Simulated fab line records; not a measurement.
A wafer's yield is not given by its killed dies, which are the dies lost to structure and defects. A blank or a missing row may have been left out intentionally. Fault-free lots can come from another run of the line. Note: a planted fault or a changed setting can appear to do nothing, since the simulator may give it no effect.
Which tool was responsible? :: flow gf180mcu :: 12 lots, 36 wafers sampled, at 6 steps of a route of 602

WHAT EACH GAUGE READ, for each wafer
GF_STI_THK_MEAS_22. Usual: STI_OXIDATION_01_THK typically reads 15.09 nm, with standard deviation 0.28.
lot: L780
measured: day 2 19:29
on: film_metro-02
STI_OXIDATION_01_THK (nm): 15.15 15.38 15.38
flag: 

lot: L779
measured: day 2 19:29
on: film_metro-04
STI_OXIDATION_01_THK (nm): 15.15 15.18 15.34
flag: 

lot: L781
measured: day 3 00:25
on: film_metro-02
STI_OXIDATION_01_THK (nm): 15.10 15.06 14.99
flag: 

lot: L782
measured: day 3 09:51
on: film_metro-02
STI_OXIDATION_01_THK (nm): 15.27 15.56 15.27
flag: 

lot: L784
measured: day 3 16:41
on: film_metro-04
STI_OXIDATION_01_THK (nm): 15.22 15.09 15.19
flag: 

lot: L785
measured: day 3 21:23
on: film_metro-01
STI_OXIDATION_01_THK (nm): 14.85 15.05 15.01
flag: 

lot: L787
measured: day 4 08:01
on: film_metro-02
STI_OXIDATION_01_THK (nm): 15.16 14.96 15.01
flag: 

lot: L792
measured: day 5 08:07
on: film_metro-04
STI_OXIDATION_01_THK (nm): 15.09 14.76 14.67
flag: 

lot: L793
measured: day 5 13:53
on: film_metro-01
STI_OXIDATION_01_THK (nm): 14.98 15.13 14.93
flag: 

lot: L795
measured: day 6 00:35
on: film_metro-04
STI_OXIDATION_01_THK (nm): 14.30 14.66 14.71
flag: 

lot: L798
measured: day 6 15:08
on: film_metro-02
STI_OXIDATION_01_THK (nm): 15.03 14.99 15.11
flag: 

lot: L800
measured: day 7 04:56
on: film_metro-02
STI_OXIDATION_01_THK (nm): 15.66 15.57 15.64
flag: 

GF_MVSD_TW_MEAS_11. Usual: MVSD_TW typically reads 1586, with standard deviation 14.
lot: L780
measured: day 5 03:03
on: film_metro-04
MVSD_TW: 1568 1569 1571
flag: 

lot: L779
measured: day 5 02:43
on: film_metro-02
MVSD_TW: 1591 1603 1586
flag: 

lot: L781
measured: day 5 08:37
on: film_metro-04
MVSD_TW: 1558 1557 1570
flag: 

lot: L782
measured: day 5 20:22
on: film_metro-04
MVSD_TW: 1566 1569 1570
flag: 

lot: L784
measured: day 6 05:27
on: film_metro-03
MVSD_TW: 1589 1597 1594
flag: 

lot: L785
measured: day 6 09:41
on: film_metro-03
MVSD_TW: 1596 1598 1594
flag: 

lot: L787
measured: day 6 20:35
on: film_metro-02
MVSD_TW: 1587 1590 1590
flag: 

lot: L792
measured: day 8 01:13
on: film_metro-03
MVSD_TW: 1599 1607 1607
flag: 

lot: L793
measured: day 8 07:13
on: film_metro-04
MVSD_TW: 1577 1575 1572
flag: 

lot: L795
measured: day 8 16:35
on: film_metro-04
MVSD_TW: 1488 1499 1494
flag: OFF

lot: L798
measured: day 9 09:11
on: film_metro-04
MVSD_TW: 1478 1484 1488
flag: OFF

lot: L800
measured: day 10 04:39
on: film_metro-04
MVSD_TW: 1579 1576 1578
flag: 

GF_VT_IMPLANT_RS_MEAS_46: the measuring method here is four-point-probe. Usual: MVSD_RS typically reads 456.9 ohm/sq, with standard deviation 1.1.
lot: L780
measured: day 8 06:54
on: film_metro-03
MVSD_RS (ohm/sq): 457.3 457.0 456.4
flag: 

lot: L779
measured: day 8 06:01
on: film_metro-04
MVSD_RS (ohm/sq): 458.5 457.3 458.2
flag: 

lot: L781
measured: day 8 12:55
on: film_metro-03
MVSD_RS (ohm/sq): 457.2 456.9 457.8
flag: 

lot: L782
measured: day 9 01:20
on: film_metro-03
MVSD_RS (ohm/sq): 456.6 456.2 455.5
flag: 

lot: L784
measured: day 9 12:46
on: film_metro-04
MVSD_RS (ohm/sq): 459.3 459.0 460.1
flag: 

lot: L785
measured: day 9 17:42
on: film_metro-02
MVSD_RS (ohm/sq): 456.8 457.8 458.7
flag: 

lot: L787
measured: day 10 05:21
on: film_metro-03
MVSD_RS (ohm/sq): 456.6 456.2 456.2
flag: 

lot: L792
measured: day 11 15:57
on: film_metro-03
MVSD_RS (ohm/sq): 456.1 456.8 455.9
flag: 

lot: L793
measured: day 11 22:08
on: film_metro-02
MVSD_RS (ohm/sq): 457.3 457.0 456.4
flag: 

lot: L795
measured: day 12 10:25
on: film_metro-04
MVSD_RS (ohm/sq): 501.5 501.5 502.3
flag: OFF

lot: L798
measured: day 13 05:15
on: film_metro-03
MVSD_RS (ohm/sq): 505.0 503.7 502.9
flag: OFF

lot: L800
measured: day 14 04:37
on: film_metro-04
MVSD_RS (ohm/sq): 456.8 455.8 456.7
flag: 

GF_V1_THK_MEAS_25: measures by xrf. Usual: V1_W_THK typically reads 356 nm, with standard deviation 8.4.
lot: L780
measured: day 19 02:09
on: film_metro-04
V1_W_THK (nm): 349 364 350
flag: 

lot: L779
measured: day 18 23:33
on: film_metro-04
V1_W_THK (nm): 349 350 347
flag: 

lot: L781
measured: day 19 12:42
on: film_metro-02
V1_W_THK (nm): 352 354 354
flag: 

lot: L782
measured: day 20 05:11
on: film_metro-04
V1_W_THK (nm): 353 350 347
flag: 

lot: L784
measured: day 20 21:47
on: film_metro-02
V1_W_THK (nm): 355 351 357
flag: 

lot: L785
measured: day 21 09:25
on: film_metro-02
V1_W_THK (nm): 363 358 358
flag: 

lot: L787
measured: day 21 21:24
on: film_metro-04
V1_W_THK (nm): 360 369 357
flag: 

lot: L792
measured: day 23 21:15
on: film_metro-01
V1_W_THK (nm): 344 348 347
flag: 

lot: L793
measured: day 23 23:09
on: film_metro-01
V1_W_THK (nm): 352 359 350
flag: 

lot: L795
measured: day 24 11:41
on: film_metro-04
V1_W_THK (nm): 350 356 350
flag: 

lot: L798
measured: day 25 07:20
on: film_metro-02
V1_W_THK (nm): 360 360 374
flag: 

lot: L800
measured: day 26 07:52
on: film_metro-04
V1_W_THK (nm): 351 351 355
flag: 

WHAT TOOL EACH LOT RAN ON (gives the tool, then ch and the chambers of the sampled wafers, and finally the start)
lot: L780
GF_MVSD_IMPLANT_08: implanter-02 ch 0, day 5 02:39
GF_M1_SPUTTER_03: pvd_sputter-04, day 17 00:56

lot: L779
GF_MVSD_IMPLANT_08: implanter-04 ch 0, day 5 02:19
GF_M1_SPUTTER_03: pvd_sputter-04, day 16 21:55

lot: L781
GF_MVSD_IMPLANT_08: implanter-04 ch 0, day 5 08:13
GF_M1_SPUTTER_03: pvd_sputter-01, day 17 11:44

lot: L782
GF_MVSD_IMPLANT_08: implanter-02 ch 0, day 5 20:00
GF_M1_SPUTTER_03: pvd_sputter-01, day 18 02:22

lot: L784
GF_MVSD_IMPLANT_08: implanter-01 ch 0, day 6 05:03
GF_M1_SPUTTER_03: pvd_sputter-04, day 18 19:40

lot: L785
GF_MVSD_IMPLANT_08: implanter-04 ch 0, day 6 09:17
GF_M1_SPUTTER_03: pvd_sputter-01, day 19 06:20

lot: L787
GF_MVSD_IMPLANT_08: implanter-02 ch 0, day 6 20:11
GF_M1_SPUTTER_03: pvd_sputter-03, day 19 17:52

lot: L792
GF_MVSD_IMPLANT_08: implanter-01 ch 0, day 8 00:50
GF_M1_SPUTTER_03: pvd_sputter-01, day 21 20:01

lot: L793
GF_MVSD_IMPLANT_08: implanter-04 ch 0, day 8 06:50
GF_M1_SPUTTER_03: pvd_sputter-03, day 21 22:34

lot: L795
GF_MVSD_IMPLANT_08: implanter-04 ch 0, day 8 16:11
GF_M1_SPUTTER_03: pvd_sputter-03, day 22 11:28

lot: L798
GF_MVSD_IMPLANT_08: implanter-04 ch 0, day 9 08:47
GF_M1_SPUTTER_03: pvd_sputter-04, day 23 07:56

lot: L800
GF_MVSD_IMPLANT_08: implanter-02 ch 0, day 10 04:16
GF_M1_SPUTTER_03: pvd_sputter-01, day 24 10:37
- GF_MVSD_IMPLANT_08
- GF_M1_SPUTTER_03: material Ti, target thk 10 nm, time 6.7 s.

WHAT THE TOOLS THEMSELVES READ (means of the sampled wafers that have a number; where no wafer has one, the mark that the record gives instead)
GF_MVSD_IMPLANT_08. Usual: dose_ions_cm2 1.5999e+13, standard deviation 1.5e+10; end_station_pressure_torr 5.02e-06 Torr, standard deviation 2.8e-07; faraday_current_uA 90.5, standard deviation 1.9.
lot: L780
tool: implanter-02
dose_ions_cm2: 1.6000e+13
end_station_pressure_torr (Torr): 5.02e-06
faraday_current_uA: 91.0
flag: 

lot: L779
tool: implanter-04
dose_ions_cm2: 1.6000e+13
end_station_pressure_torr (Torr): 4.95e-06
faraday_current_uA: 90.5
flag: 

lot: L781
tool: implanter-04
dose_ions_cm2: 1.6005e+13
end_station_pressure_torr (Torr): 5.17e-06
faraday_current_uA: 92.4
flag: 

lot: L782
tool: implanter-02
dose_ions_cm2: 1.6003e+13
end_station_pressure_torr (Torr): 4.93e-06
faraday_current_uA: 92.1
flag: 

lot: L784
tool: implanter-01
dose_ions_cm2: 1.6028e+13
end_station_pressure_torr (Torr): 5.26e-06
faraday_current_uA: 89.7
flag: 

lot: L785
tool: implanter-04
dose_ions_cm2: 1.5990e+13
end_station_pressure_torr (Torr): 5.19e-06
faraday_current_uA: 89.3
flag: 

lot: L787
tool: implanter-02
dose_ions_cm2: 1.6000e+13
end_station_pressure_torr (Torr): 4.81e-06
faraday_current_uA: 92.3
flag: 

lot: L792
tool: implanter-01
dose_ions_cm2: 1.5992e+13
end_station_pressure_torr (Torr): 5.43e-06
faraday_current_uA: 90.2
flag: 

lot: L793
tool: implanter-04
dose_ions_cm2: 1.6003e+13
end_station_pressure_torr (Torr): 4.91e-06
faraday_current_uA: 90.4
flag: 

lot: L795
tool: implanter-04
dose_ions_cm2: 1.3253e+13
end_station_pressure_torr (Torr): 4.94e-06
faraday_current_uA: 74.5
flag: OFF

lot: L798
tool: implanter-04
dose_ions_cm2: 1.3227e+13
end_station_pressure_torr (Torr): 4.94e-06
faraday_current_uA: 72.7
flag: OFF

lot: L800
tool: implanter-02
dose_ions_cm2: 1.6011e+13
end_station_pressure_torr (Torr): 5.30e-06
faraday_current_uA: 90.3
flag: 

GF_M1_SPUTTER_03. Usual: throttle_valve_pct at 30.0 %, with a standard deviation of 0.74.
lot: L780
tool: pvd_sputter-04
throttle_valve_pct (%): 29.3
flag: 

lot: L779
tool: pvd_sputter-04
throttle_valve_pct (%): 29.7
flag: 

lot: L781
tool: pvd_sputter-01
throttle_valve_pct (%): 30.4
flag: 

lot: L782
tool: pvd_sputter-01
throttle_valve_pct (%): 30.3
flag: 

lot: L784
tool: pvd_sputter-04
throttle_valve_pct (%): 30.1
flag: 

lot: L785
tool: pvd_sputter-01
throttle_valve_pct (%): 30.2
flag: 

lot: L787
tool: pvd_sputter-03
throttle_valve_pct (%): 30.0
flag: 

lot: L792
tool: pvd_sputter-01
throttle_valve_pct (%): 30.3
flag: 

lot: L793
tool: pvd_sputter-03
throttle_valve_pct (%): 30.1
flag: 

lot: L795
tool: pvd_sputter-03
throttle_valve_pct (%): 30.0
flag: 

lot: L798
tool: pvd_sputter-04
throttle_valve_pct (%): 30.5
flag: 

lot: L800
tool: pvd_sputter-01
throttle_valve_pct (%): 29.9
flag: 

THE ANSWER, worked out from the rows above alone
Rule: a lot counts as off when the mean over its wafers that have a number is more than 3 standard deviations away from the usual mean. A lot without any number at a reading at which 4 lots or more have one is off too. All remaining lots with rows at the step are treated as sound. The gauges are gone through in route order, then the tools' own readings, and for those a lot's mean is taken as printed above. At the first step where some lot is off, the reading lying furthest off is the one used; lots without a number count as furthest.
Off: at GF_MVSD_TW_MEAS_11 (MVSD_TW), L795, L798.
If a tool, at a process step before that reading, ran all the lots that are off and no sound lot after the first of them, it fits. The gauges at GF_MVSD_TW_MEAS_11 aren't tried: what is off there is off at GF_MVSD_IMPLANT_08 too, on other tools, and a gauge's error can't cause that. One fits: implanter-04 at GF_MVSD_IMPLANT_08. Its last sound lot is L793 (day 8 06:50), its first lot that is off L795 (day 8 16:11): a fault that began between those two fits.
The tool's own readings at GF_MVSD_IMPLANT_08 bear it out: on the lots that are off they differ by more than 5 times the standard deviation of the sound lots' means. dose_ions_cm2 reads 1.3240e+13 there against 1.6003e+13 on the sound lots; faraday_current_uA reads 73.6 there against 90.8 on the sound lots.

WHAT THE SIMULATOR HAD PUT IN
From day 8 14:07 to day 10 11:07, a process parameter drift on implanter-04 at GF_MVSD_IMPLANT_08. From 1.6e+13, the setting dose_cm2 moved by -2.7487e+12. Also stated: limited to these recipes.
Struck lots among those shown: L795, L798. The rule given above showed the same thing.
